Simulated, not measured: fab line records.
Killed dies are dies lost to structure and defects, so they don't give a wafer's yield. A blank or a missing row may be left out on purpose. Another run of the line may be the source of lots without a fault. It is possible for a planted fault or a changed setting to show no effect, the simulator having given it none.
Chamber matching :: flow sky130 :: 4 sister chambers for SKY_METAL3_ETCH_17 on rie_diel-04
The step etches SiO2 in C4F8/O2/Ar, stops on TiN, time 3.9 s, target depth 15 nm. 4 wafers are shown with their chamber, then 12 later ones without.

WAFERS WITH THEIR CHAMBER
wafer: L084.5
chamber: 0
oes_product_au (a.u.): 0.760

wafer: L085.1
chamber: 1
oes_product_au (a.u.): 0.755

wafer: L085.3
chamber: 2
oes_product_au (a.u.): 0.769

wafer: L085.4
chamber: 3
oes_product_au (a.u.): 0.757

WAFERS MISSING THEIR CHAMBER
wafer: L092.2
oes_product_au (a.u.): 0.746

wafer: L092.4
oes_product_au (a.u.): 0.754

wafer: L092.5
oes_product_au (a.u.): 0.757

wafer: L094.1
oes_product_au (a.u.): 0.748

wafer: L094.4
oes_product_au (a.u.): 0.756

wafer: L094.5
oes_product_au (a.u.): 0.757

wafer: L097.1
oes_product_au (a.u.): 0.740

wafer: L097.2
oes_product_au (a.u.): 0.746

wafer: L097.3
oes_product_au (a.u.): 0.761

wafer: L097.4
oes_product_au (a.u.): 0.760

wafer: L097.5
oes_product_au (a.u.): 0.751

wafer: L097.6
oes_product_au (a.u.): 0.759

THE CHAMBER EACH PASSED THROUGH
wafer: L092.2
from the rows above: can't be placed: 1 or 3 or 0
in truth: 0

wafer: L092.4
from the rows above: can't be placed: 1 or 3 or 0
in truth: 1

wafer: L092.5
from the rows above: can't be placed: 3 or 1 or 0 or 2
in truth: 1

wafer: L094.1
from the rows above: can't be placed: 1 or 3 or 0
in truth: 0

wafer: L094.4
from the rows above: can't be placed: 1 or 3 or 0 or 2
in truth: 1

wafer: L094.5
from the rows above: can't be placed: 3 or 1 or 0 or 2
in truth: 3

wafer: L097.1
from the rows above: can't be placed: 1 or 3 or 0
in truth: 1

wafer: L097.2
from the rows above: can't be placed: 1 or 3 or 0
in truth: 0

wafer: L097.3
from the rows above: can't be placed: 0 or 3 or 1 or 2
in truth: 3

wafer: L097.4
from the rows above: can't be placed: 0 or 3 or 1 or 2
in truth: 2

wafer: L097.5
from the rows above: can't be placed: 1 or 3 or 0
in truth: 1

wafer: L097.6
from the rows above: can't be placed: 0 or 3 or 1 or 2
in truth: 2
0 of 12 placed correctly. Not placeable from these rows: 12 (in 12, the candidates include the true chamber). Number placed wrongly: 0.
How it was worked out, from the rows above alone: a wafer's distance from a chamber is the root of the sum, over the readings, of the square of ((its reading less the chamber's mean) divided by the reading's scatter). If the next closest chamber is less than 2 further off than the closest, the wafer can't be placed; otherwise it belongs to the closest. For every chamber, the mean is computed from those of its wafers that are shown. The scatter: with one shown wafer a chamber, the root of the mean of the squares of how far each hidden wafer lies from its nearest shown one.
